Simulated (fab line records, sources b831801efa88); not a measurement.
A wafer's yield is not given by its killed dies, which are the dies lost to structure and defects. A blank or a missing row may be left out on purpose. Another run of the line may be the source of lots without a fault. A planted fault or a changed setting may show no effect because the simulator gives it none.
The same fault as seen by 2 desks    flow gf180mcu    every desk sees just its own numbers, and what lay behind them comes last

## AT THE METROLOGY DESK
Means of the sampled wafers that have a number, per lot and without regard to the tool the lot ran on: this is what the gauges read. A lot is out of limits, marked OUT, if its mean lies more than 4 standard deviations from the usual mean; the brackets give that distance.
Columns: A = cd nm at GF_TOP_METAL_CD_MEAS_14, usual 439.2 nm
lot   first seen here  A
L296  day 28 12:05     440.0
L297  day 29 01:40     442.1
L299  day 29 05:20     439.1
L301  day 30 00:16     436.0
L304  day 30 20:28     441.3
L311  day 32 14:30     439.7
L312  day 32 22:02     440.4
L315  day 33 18:14     440.4
L317  day 34 02:53     442.9
L316  day 34 03:16     436.8
L318  day 34 07:05     440.1
This desk found nothing out of limits on any of the 11 lots.

## FOR THE TOOL OWNER'S DESK: rie metal-03
The tool's own readings at GF_TOP_METAL_METAL_ETCH_16 (etches the open film in Cl2/BCl3, stops on SiO2, target depth 1197 nm, time 199.5 s): means of the sampled wafers that have a number, for each lot that ran on this tool. A lot is out of limits, marked OUT, if its mean lies more than 4 standard deviations from the usual mean; the brackets give that distance.
Columns: A = drypump motor current A at GF_TOP_METAL_METAL_ETCH_16, usual 6.01 A; B = oes product au at GF_TOP_METAL_METAL_ETCH_16, usual 0.993 a.u.; C = rf fwd power W at GF_TOP_METAL_METAL_ETCH_16, usual 797.6 W; D = run length s at GF_TOP_METAL_METAL_ETCH_16, usual 228.0 s; E = throttle valve pct at GF_TOP_METAL_METAL_ETCH_16, usual 28.225 %
lot   first seen here  A     B      C      D                 E
L297  day 29 01:49     6.30  0.993  794.2  228.6             28.229
L311  day 32 14:38     6.31  0.980  796.4  234.5 (+14) OUT   28.234
L312  day 32 22:11     6.23  0.982  797.2  231.2 (+6.7) OUT  28.240
This desk finds L311, L312 out of limits, L311 being first, at day 32 14:38 (run length s at GF_TOP_METAL_METAL_ETCH_16). L297: within limits.

## ALL TOGETHER
At day 32 14:38, on L311, L312, the tool owner's desk was in a position to raise an alarm.
The metrology desk saw nothing out of limits.
The metrology desk has L311, L312 on record, within its limits.
All the named lots went through GF_TOP_METAL_METAL_ETCH_16 on rie metal-03.

## WHAT THE SIMULATOR HAD PUT IN
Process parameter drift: rie metal-03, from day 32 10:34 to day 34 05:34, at GF_TOP_METAL_METAL_ETCH_16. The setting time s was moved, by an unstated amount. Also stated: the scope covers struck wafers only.
Shown lots that were struck: L311, L312.
Delay in hours, fault start to first out-of-limits reading, by desk: the tool owner's desk at 4.
